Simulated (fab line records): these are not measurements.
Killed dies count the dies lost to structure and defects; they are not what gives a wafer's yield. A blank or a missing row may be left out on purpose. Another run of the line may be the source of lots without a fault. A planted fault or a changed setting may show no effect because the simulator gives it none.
Check of tool commonality | flow gf180mcu | 42 wafers sampled across 14 lots

== WHY IT WAS OPENED ==
2 of 14 lots carry a flag on the reading PSD_TW at GF_PSD_TW_MEAS_11. No-fault wafers: 3173, standard deviation 17.
Rule: a lot is flagged in two cases, either no wafer of it has a number, or all its wafers with numbers fall more than 4 standard deviations from that mean. All remaining lots are regarded as sound.

lot  | measured     | on            | PSD_TW, wafer by wafer | flag
L669 | day 14 15:54 | film metro-03 | 3178 3197 3167         |
L670 | day 14 20:22 | film metro-02 | 3158 3164 3151         |
L673 | day 16 06:38 | film metro-01 | 4279 4249 4254         | FLAGGED
L674 | day 16 18:46 | film metro-03 | 4254 4263 4257         | FLAGGED
L677 | day 17 11:20 | film metro-03 | 3150 3156 3157         |
L680 | day 18 14:43 | film metro-03 | 3164 3155 3172         |
L682 | day 19 12:29 | film metro-01 | 3177 3172 3187         |
L684 | day 20 03:05 | film metro-01 | 3177 3180 3181         |
L685 | day 20 09:10 | film metro-01 | 3171 3182 3177         |
L686 | day 20 16:17 | film metro-02 | 3158 3160 3166         |
L687 | day 21 01:30 | film metro-02 | 3183 3180 3185         |
L688 | day 21 07:47 | film metro-02 | 3198 3193 3189         |
L689 | day 21 16:16 | film metro-01 | 3190 3201 3187         |
L690 | day 21 19:46 | film metro-01 | 3176 3183 3188         |
On average the flagged lots' numbers are 4259, which is +1086 against the usual, or +64 standard deviations.

== WHICH TOOL RAN EACH LOT ==
2 process steps preceding the reading are held in the record, out of 602 steps in the route. Read each cell as the tool, then ch plus the chambers that the sampled wafers visited, then the start.
lot  | flag    | GF_HV_LDD_ETCHBACK_58              | GF_NSD_COAT_02
L669 |         | rie diel-04 ch 1,2, day 12 23:53   | litho track-02 ch 0, day 13 09:14
L670 |         | rie diel-03 ch 0,1,3, day 13 03:09 | litho track-02 ch 0, day 13 12:50
L673 | FLAGGED | rie diel-02 ch 0,1, day 14 11:10   | litho track-02, day 14 20:59
L674 | FLAGGED | rie diel-03 ch 0,2,3, day 14 21:44 | litho track-01, day 15 08:31
L677 |         | rie diel-02 ch 0,1, day 15 14:45   | litho track-01 ch 0, day 16 00:54
L680 |         | rie diel-03 ch 2,3, day 16 16:06   | litho track-02 ch 0, day 17 02:56
L682 |         | rie diel-03 ch 1,2, day 17 11:21   | litho track-01 ch 0, day 17 23:21
L684 |         | rie diel-04 ch 0,1,3, day 18 03:14 | litho track-03 ch 0, day 18 14:22
L685 |         | rie diel-03 ch 1,2, day 18 08:05   | litho track-02 ch 0, day 18 20:00
L686 |         | rie diel-02 ch 0,1,3, day 18 15:32 | litho track-01 ch 0, day 19 03:39
L687 |         | rie diel-02 ch 0,2, day 19 00:24   | litho track-02 ch 0, day 19 12:11
L688 |         | rie diel-02 ch 1,2,3, day 19 06:36 | litho track-03 ch 0, day 19 18:07
L689 |         | rie diel-02 ch 0,1,2, day 19 14:23 | litho track-01 ch 0, day 20 02:02
L690 |         | rie diel-04 ch 0,3, day 19 18:23   | litho track-02 ch 0, day 20 06:36
These steps, and what they do:
- GF_HV_LDD_ETCHBACK_58: etches Si3N4 in CH3F/O2, stops on SiO2, time 100 s, target depth 90 nm.
- GF_NSD_COAT_02: resist thk 1000 nm.
- GF_PSD_TW_MEAS_11

== FLAGGED OVER TOTAL, TOOL BY TOOL (the gauges that took the reading come last) ==
step                  | tool           | lots run | flagged | share of the flagged lots | sound lots run after its first flagged lot
GF_HV_LDD_ETCHBACK_58 | rie diel-02    | 6        | 1       | some                      | 5 (L677,L686,L687,L688,L689)
GF_HV_LDD_ETCHBACK_58 | rie diel-03    | 5        | 1       | some                      | 3 (L680,L682,L685)
GF_HV_LDD_ETCHBACK_58 | rie diel-04    | 3        | 0       | none                      | -
GF_NSD_COAT_02        | litho track-01 | 5        | 1       | some                      | 4 (L677,L682,L686,L689)
GF_NSD_COAT_02        | litho track-02 | 7        | 1       | some                      | 4 (L680,L685,L687,L690)
GF_NSD_COAT_02        | litho track-03 | 2        | 0       | none                      | -
GF_PSD_TW_MEAS_11     | film metro-01  | 6        | 1       | some                      | 5 (L682,L684,L685,L689,L690)
GF_PSD_TW_MEAS_11     | film metro-02  | 4        | 0       | none                      | -
GF_PSD_TW_MEAS_11     | film metro-03  | 4        | 1       | some                      | 2 (L677,L680)

== THE TABLE: WHAT IT ALLOWS ==
No row of the table ran every flagged lot.

== WHAT WAS PUT IN BY THE SIMULATOR ==
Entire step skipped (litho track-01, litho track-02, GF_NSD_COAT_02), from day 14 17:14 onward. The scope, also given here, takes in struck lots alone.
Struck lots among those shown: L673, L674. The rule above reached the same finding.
